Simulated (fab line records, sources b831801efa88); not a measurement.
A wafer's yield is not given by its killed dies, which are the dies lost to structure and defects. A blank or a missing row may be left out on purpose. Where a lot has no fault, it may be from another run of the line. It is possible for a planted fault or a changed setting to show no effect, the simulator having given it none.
Chamber matching :: flow sky130 :: SKY_CONTACT_CMP_27 on cmp-01 has 4 sister chambers
The step polishes, stops on SiO2, t overpolish 15 s, target thk 0 nm. 14 wafers are shown with their chamber, then 7 later ones without.

== WAFERS WITH THEIR CHAMBER ==
wafer: L829.2
chamber: 2
motor-current-A (A): 11.5
head-pressure-psi (psi): 3.502
time-to-endpoint-s (s): 78

wafer: L829.3
chamber: 1
motor-current-A (A): 10.7
head-pressure-psi (psi): 3.504
time-to-endpoint-s (s): 81

wafer: L829.4
chamber: 3
motor-current-A (A): 10.9
head-pressure-psi (psi): 3.505
time-to-endpoint-s (s): 81

wafer: L831.3
chamber: 2
motor-current-A (A): 12.0
head-pressure-psi (psi): 3.510
time-to-endpoint-s (s): 74

wafer: L831.4
chamber: 3
motor-current-A (A): 9.6
head-pressure-psi (psi): 3.495
time-to-endpoint-s (s): 72

wafer: L831.6
chamber: 3
motor-current-A (A): 10.1
head-pressure-psi (psi): 3.488
time-to-endpoint-s (s): 79

wafer: L832.2
chamber: 1
motor-current-A (A): 10.8
head-pressure-psi (psi): 3.493
time-to-endpoint-s (s): 84

wafer: L832.3
chamber: 2
motor-current-A (A): 11.9
head-pressure-psi (psi): 3.506
time-to-endpoint-s (s): 81

wafer: L832.6
chamber: 3
motor-current-A (A): 9.8
head-pressure-psi (psi): 3.514
time-to-endpoint-s (s): 78

wafer: L837.2
chamber: 3
motor-current-A (A): 9.9
head-pressure-psi (psi): 3.487
time-to-endpoint-s (s): 82

wafer: L837.4
chamber: 0
motor-current-A (A): 12.2
head-pressure-psi (psi): 3.475
time-to-endpoint-s (s): 85

wafer: L837.5
chamber: 2
motor-current-A (A): 11.8
head-pressure-psi (psi): 3.504
time-to-endpoint-s (s): 81

wafer: L839.4
chamber: 1
motor-current-A (A): 10.3
head-pressure-psi (psi): 3.498
time-to-endpoint-s (s): 84

wafer: L839.5
chamber: 3
motor-current-A (A): 10.4
head-pressure-psi (psi): 3.493
time-to-endpoint-s (s): 75

SIGNATURES, as means of the wafers listed above
reading: motor-current-A
chamber 0: 12.200
chamber 1: 10.600
chamber 2: 11.800
chamber 3: 10.117
scatter within a chamber: 0.373

reading: head-pressure-psi
chamber 0: 3.47500
chamber 1: 3.49833
chamber 2: 3.50550
chamber 3: 3.49700
scatter within a chamber: 0.00806

reading: time-to-endpoint-s
chamber 0: 85.00
chamber 1: 83.00
chamber 2: 78.50
chamber 3: 77.83
scatter within a chamber: 3.31
Rule: a wafer's distance from a chamber is the root of the sum, over the readings, of the square of ((its reading less the chamber's mean) divided by the reading's scatter). The wafer belongs to the nearest chamber; if the next one is less than 2 further off, it can't be placed. The scatter: take each reading less its chamber's mean, square it, sum over the shown wafers, divide by the number of wafers less the number of chambers, and take the root.

== WAFERS WITHOUT THEIR CHAMBER ==
wafer: L839.6
motor-current-A (A): 11.9
head-pressure-psi (psi): 3.503
time-to-endpoint-s (s): 83

wafer: L840.1
motor-current-A (A): 13.1
head-pressure-psi (psi): 3.505
time-to-endpoint-s (s): 88

wafer: L840.2
motor-current-A (A): 11.4
head-pressure-psi (psi): 3.515
time-to-endpoint-s (s): 86

wafer: L840.6
motor-current-A (A): 12.1
head-pressure-psi (psi): 3.506
time-to-endpoint-s (s): 87

wafer: L852.1
motor-current-A (A): 10.8
head-pressure-psi (psi): 3.497
time-to-endpoint-s (s): 79

wafer: L852.3
motor-current-A (A): 12.2
head-pressure-psi (psi): 3.513
time-to-endpoint-s (s): 83

wafer: L852.4
motor-current-A (A): 10.8
head-pressure-psi (psi): 3.493
time-to-endpoint-s (s): 87

== EACH ONE'S CHAMBER ==
wafer: L839.6
from the rows above: 2
in truth: 2

wafer: L840.1
from the rows above: can't be placed: 2 or 0
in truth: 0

wafer: L840.2
from the rows above: can't be placed: 2 or 1
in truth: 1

wafer: L840.6
from the rows above: can't be placed: 2 or 0 or 1
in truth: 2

wafer: L852.1
from the rows above: can't be placed: 1 or 3 or 2
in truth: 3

wafer: L852.3
from the rows above: 2
in truth: 2

wafer: L852.4
from the rows above: can't be placed: 1 or 3
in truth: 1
Correctly placed: 2 of 7. These rows do not allow placing 5 (true chamber among the candidates in 5). Wrongly placed: 0.
